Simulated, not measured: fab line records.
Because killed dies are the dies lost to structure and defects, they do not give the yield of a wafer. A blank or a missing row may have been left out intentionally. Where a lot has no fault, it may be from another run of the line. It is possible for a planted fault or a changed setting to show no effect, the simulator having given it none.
2 desks looking at one fault || flow sky130 || each desk has only its own numbers; what lay behind them comes last

== AT THE METROLOGY DESK ==
What the gauges read, lot by lot, whatever tool the lot ran on: means of the sampled wafers that have a number. The brackets show how far a lot's mean lies from the usual mean; more than 4 standard deviations puts the lot out of limits, marked OUT.
Columns: A = NWELL_RS at SKY_NWELL_RS_MEAS_29, usual 625.5 ohm/sq; B = PWDE_RS at SKY_NWELL_RS_MEAS_31, usual 5283 ohm/sq; C = cd nm at SKY_VT_ADJUST_HVTP_CD_MEAS_07, usual 379.5 nm; D = VT_ADJUST_HVTP_OVL at SKY_VT_ADJUST_HVTP_OVL_MEAS_08, usual 0.6 nm
{"lot": "L359", "first seen here": "day 5 10:33", "A": 625.9, "B": 5285, "C": 377.7, "D": -1.1}
{"lot": "L365", "first seen here": "day 6 23:01", "A": 623.7, "B": 5265, "C": 379.9, "D": 2.2}
{"lot": "L376", "first seen here": "day 10 05:16", "A": 625.2, "B": 5291, "C": 376.5, "D": 0.7}
{"lot": "L375", "first seen here": "day 10 06:14", "A": 625.1, "B": 5283, "C": 382.2, "D": -0.3}
{"lot": "L378", "first seen here": "day 10 15:40", "A": 626.2, "B": 5283, "C": 379.9, "D": -0.3}
{"lot": "L380", "first seen here": "day 11 00:19", "A": 624.4, "B": 5252, "C": 380.4, "D": 0.4}
Result from this desk: across the 6 lots, nothing is out of limits.

== FOR THE TOOL OWNER'S DESK: implanter-01 ==
The tool's own readings at SKY_VT_ADJUST_HVTP_IMPLANT_09: means of the sampled wafers that have a number, for each lot that ran on this tool. The brackets show how far a lot's mean lies from the usual mean; more than 4 standard deviations puts the lot out of limits, marked OUT.
Columns: A = beam energy keV at SKY_VT_ADJUST_HVTP_IMPLANT_09, usual 150.00
{"lot": "L359", "first seen here": "day 6 04:28", "A": 149.99}
{"lot": "L376", "first seen here": "day 11 04:16", "A": "155.43 (+99 or more) OUT"}
{"lot": "L375", "first seen here": "day 11 04:59", "A": "155.46 (+99 or more) OUT"}
Finding of this desk: L375, L376 out of limits; the first was L376 at day 11 04:16, on beam energy keV at SKY_VT_ADJUST_HVTP_IMPLANT_09. L359 stayed within limits.

== BROUGHT TOGETHER ==
On L375, L376, at day 11 04:16, an alarm was possible from the tool owner's desk.
At the metrology desk, nothing out of limits was observed.
The metrology desk has L375, L376 on record, within its limits.
The lots listed all ran SKY_VT_ADJUST_HVTP_IMPLANT_09 on implanter-01.

== WHAT THE SIMULATOR PUT IN ==
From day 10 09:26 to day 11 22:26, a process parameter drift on implanter-01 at SKY_VT_ADJUST_HVTP_IMPLANT_09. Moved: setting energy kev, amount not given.
Shown lots that were struck: L375, L376.
Hours from the fault's start to each desk's first reading out of limits: the tool owner's desk, 19.
